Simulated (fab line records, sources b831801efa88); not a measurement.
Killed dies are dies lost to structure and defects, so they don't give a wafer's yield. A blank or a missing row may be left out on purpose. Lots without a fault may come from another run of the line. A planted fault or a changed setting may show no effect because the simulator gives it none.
Chamber matching | flow gf180mcu | GF_V2_CMP_26 on cmp-01: 4 sister chambers
The step polishes, stops on SiO2, t overpolish 15 s, target thk 0 nm. 8 wafers are shown with their chamber, then 11 later ones without.

WAFERS WITH THEIR CHAMBER
wafer  | chamber | motor_current_A (A) | time_to_endpoint_s (s)
L136.4 | 3       | 11.9                | 77.6
L136.6 | 3       | 11.8                | 81.7
L138.5 | 2       | 10.4                | 82.5
L140.2 | 1       | 10.9                | 78.6
L140.4 | 2       | 10.1                | 80.7
L145.3 | 1       | 10.8                | 79.8
L145.5 | 0       | 10.1                | 81.0
L146.2 | 0       | 10.2                | 85.3

WAFERS WITHOUT THEIR CHAMBER
wafer  | motor_current_A (A) | time_to_endpoint_s (s)
L146.4 | 10.1                | 84.9
L146.5 | 10.1                | 84.0
L150.1 | 11.6                | 81.8
L150.4 | 10.6                | 85.5
L150.6 | 10.3                | 83.5
L151.2 | 11.9                | 82.1
L151.4 | 10.0                | 85.1
L151.5 | 11.5                | 84.3
L152.2 | 11.5                | 85.9
L152.4 | 10.3                | 88.6
L152.5 | 12.0                | 86.6

WHICH CHAMBER EACH WENT THROUGH
wafer  | from the rows above          | in truth
L146.4 | can't be placed: 0 or 2      | 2
L146.5 | can't be placed: 0 or 2      | 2
L150.1 | 3                            | 3
L150.4 | can't be placed: 2 or 1 or 0 | 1
L150.6 | can't be placed: 2 or 0      | 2
L151.2 | 3                            | 3
L151.4 | can't be placed: 0 or 2      | 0
L151.5 | 3                            | 3
L152.2 | 3                            | 3
L152.4 | can't be placed: 0 or 2      | 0
L152.5 | 3                            | 3
Placed correctly: 5 of 11. Can't be placed from these rows: 6 (the true chamber is among the candidates in 6). Placed wrongly: 0.
How it was worked out, from the rows above alone: a wafer's distance from a chamber is the root of the sum, over the readings, of the square of ((its reading less the chamber's mean) divided by the reading's scatter). The wafer belongs to the nearest chamber; if the next one is less than 2 further off, it can't be placed. A chamber's mean is the mean of its shown wafers. The scatter: the root of (the sum of the squares of (reading less its chamber's mean) over the shown wafers, divided by (wafers less chambers)).
